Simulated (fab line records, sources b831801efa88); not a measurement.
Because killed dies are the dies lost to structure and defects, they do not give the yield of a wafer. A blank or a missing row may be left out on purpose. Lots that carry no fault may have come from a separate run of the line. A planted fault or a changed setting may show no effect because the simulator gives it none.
Which tool is to blame? | flow sky130 | 13 lots with 39 wafers sampled at 4 steps, on a route of 708 steps

## WHAT THE GAUGES SHOWED, per wafer
SKY_LDD_LDN_OVL_MEAS_07.
lot  | measured     | on         | LDD_LDN_OVL (nm)
L533 | day 22 06:01 | overlay-01 | -0.2 -0.5 0.7
L534 | day 23 00:21 | overlay-01 | 3.6 2.6 3.9
L535 | day 23 09:50 | overlay-02 | -2.4 -0.6 -1.0
L537 | day 24 06:24 | overlay-02 | -1.3 0.4 -0.5
L538 | day 24 10:57 | overlay-02 | -4.2 -1.7 -4.2
L539 | day 24 22:35 | overlay-02 | -0.3 0.1 1.0
L540 | day 25 06:36 | overlay-01 | -1.3 -0.7 -1.8
L541 | day 25 15:52 | overlay-02 | -0.6 -0.5 -1.9
L550 | day 29 05:23 | overlay-01 | 0.4 0.3 -0.2
L551 | day 29 09:44 | overlay-02 | -0.7 -2.1 0.0
L553 | day 29 18:31 | overlay-02 | 1.0 0.9 0.9
L555 | day 30 16:07 | overlay-01 | -2.1 -1.4 -1.1
L556 | day 31 11:29 | overlay-01 | 0.8 0.8 0.8

SKY_SD_N_RS_MEAS_17: a four-point-probe measurement.
lot  | measured     | on           | SD_P_RS (ohm/sq)
L533 | day 27 08:58 | filmMetro-04 | 147.3 147.3 146.9
L534 | day 28 00:59 | filmMetro-01 | 147.0 147.3 147.6
L535 | day 28 11:42 | filmMetro-02 | 146.8 146.5 146.5
L537 | day 29 07:29 | filmMetro-01 | 147.1 147.5 147.3
L538 | day 29 10:07 | filmMetro-04 | 147.5 147.7 146.8
L539 | day 29 21:16 | filmMetro-02 | 146.0 146.2 146.4
L540 | day 30 04:56 | filmMetro-01 | 147.2 147.3 147.5
L541 | day 30 12:53 | filmMetro-02 | 146.9 146.9 146.5
L550 | day 34 00:28 | filmMetro-02 | 146.5 146.5 146.6
L551 | day 34 01:33 | filmMetro-04 | 146.9 146.8 146.3
L553 | day 34 10:22 | filmMetro-02 | 147.2 146.8 147.2
L555 | day 35 12:30 | filmMetro-01 | 147.6 147.8 147.5
L556 | day 36 04:09 | filmMetro-02 | 147.0 146.9 146.8

## WHICH TOOL RAN EACH LOT (tool, then ch and the chambers of the sampled wafers, then the start)
lot  | SKY_SD_N_IMPLANT_10             | SKY_SD_N_STRIP_11
L533 | implanter-01 ch 0, day 27 08:18 | plasmaAsher-01 ch 0,1, day 27 08:27
L534 | implanter-01 ch 0, day 28 00:21 | plasmaAsher-01 ch 0,1, day 28 00:29
L535 | implanter-04 ch 0, day 28 11:03 | plasmaAsher-03 ch 0,1, day 28 11:12
L537 | implanter-03 ch 0, day 29 06:50 | plasmaAsher-02 ch 0,1, day 29 06:59
L538 | implanter-03 ch 0, day 29 09:28 | plasmaAsher-02 ch 0,1, day 29 09:35
L539 | implanter-03 ch 0, day 29 20:37 | plasmaAsher-03 ch 0, day 29 20:44
L540 | implanter-03 ch 0, day 30 04:18 | plasmaAsher-02 ch 0,1, day 30 04:26
L541 | implanter-01 ch 0, day 30 12:14 | plasmaAsher-03 ch 0, day 30 12:23
L550 | implanter-03 ch 0, day 33 23:49 | plasmaAsher-02 ch 0,1, day 33 23:56
L551 | implanter-03 ch 0, day 34 00:53 | plasmaAsher-03 ch 0,1, day 34 01:02
L553 | implanter-01 ch 0, day 34 09:41 | plasmaAsher-02 ch 0,1, day 34 09:50
L555 | implanter-01 ch 0, day 35 11:41 | plasmaAsher-02 ch 0,1, day 35 11:59
L556 | implanter-01 ch 0, day 36 03:30 | plasmaAsher-01 ch 0,1, day 36 03:39
- SKY_SD_N_IMPLANT_10
- SKY_SD_N_STRIP_11: strips in O2/N2.

## AS READ BY THE TOOLS THEMSELVES (means over the sampled wafers that have a number; for cases with no such wafer, the mark the record gives instead)
SKY_SD_N_IMPLANT_10.
lot  | tool         | beamEnergyKeV | faradayCurrentUA
L533 | implanter-01 | 20.002        | 564
L534 | implanter-01 | 20.003        | 565
L535 | implanter-04 | 19.997        | 550
L537 | implanter-03 | 19.998        | 564
L538 | implanter-03 | 19.999        | 572
L539 | implanter-03 | 19.998        | 577
L540 | implanter-03 | 20.003        | 572
L541 | implanter-01 | 19.998        | 565
L550 | implanter-03 | 21.146        | 565
L551 | implanter-03 | 21.143        | 561
L553 | implanter-01 | 20.001        | 565
L555 | implanter-01 | 20.004        | 552
L556 | implanter-01 | 20.002        | 562

SKY_SD_N_STRIP_11.
lot  | tool           | drypumpMotorCurrentA (A) | o2FlowSccm (sccm) | oesProductAu (a.u.) | stripTimeToEndpointS (s)
L533 | plasmaAsher-01 | 5.4                      | 3000              | 0.529               | 22.61
L534 | plasmaAsher-01 | 5.6                      | 2996              | 0.530               | 22.54
L535 | plasmaAsher-03 | 6.0                      | 2994              | 0.527               | 22.59
L537 | plasmaAsher-02 | 5.7                      | 3005              | 0.523               | 22.55
L538 | plasmaAsher-02 | 5.7                      | 3000              | 0.524               | 22.55
L539 | plasmaAsher-03 | 6.2                      | 3002              | 0.527               | 22.56
L540 | plasmaAsher-02 | 5.5                      | 3010              | 0.524               | 22.54
L541 | plasmaAsher-03 | 6.2                      | 2994              | 0.525               | 22.54
L550 | plasmaAsher-02 | 5.5                      | 3000              | 0.524               | 22.54
L551 | plasmaAsher-03 | 6.0                      | 3009              | 0.528               | 22.59
L553 | plasmaAsher-02 | 5.7                      | 3001              | 0.526               | 22.56
L555 | plasmaAsher-02 | 5.7                      | 3001              | 0.529               | 22.53
L556 | plasmaAsher-01 | 5.6                      | 3001              | 0.527               | 22.52

## THE ANSWER, worked out from the rows above alone
Rule: the usual values come from the lots themselves. Put in order of their means at a reading, lots are off if they are a third of the lots or fewer, leave a main group of 4 or more, and stand apart from it by a gap of 3 or more times the standard deviation of the main group's means; of several such gaps the widest counts. Not used: any main group whose means are identical at the precision the tables above print for the reading. A lot without any number at a reading at which 4 lots or more have one is off too. The other lots that the step has rows for count as sound. The gauges are gone through in route order, then the tools' own readings, and for those a lot's mean is taken as printed above. The first step at which some lot is off is used, and at that step the reading that is off furthest; a lot without a number counts as furthest.
Off: L550, L551 (SKY_SD_N_IMPLANT_10, beamEnergyKeV). The main group: mean 20.000, standard deviation 0.0024.
A tool fits if, at that step or a process step before it, it ran every lot that is off, and no sound lot after the first of them. One fits: SKY_SD_N_IMPLANT_10 on implanter-03. Its last sound lot is L540 (day 30 04:18), its first lot that is off L550 (day 33 23:49): a fault that began between those two fits.
The tool's own readings at SKY_SD_N_IMPLANT_10 bear it out: on the lots that are off they differ by more than 5 times the standard deviation of the sound lots' means. beamEnergyKeV reads 21.145 there against 20.000 on the sound lots.

## WHAT WAS PUT IN BY THE SIMULATOR
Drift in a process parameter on implanter-03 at SKY_SD_N_IMPLANT_10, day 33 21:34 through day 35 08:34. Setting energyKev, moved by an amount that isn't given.
Lots struck among those shown: L550, L551. The rule given above showed the same thing.
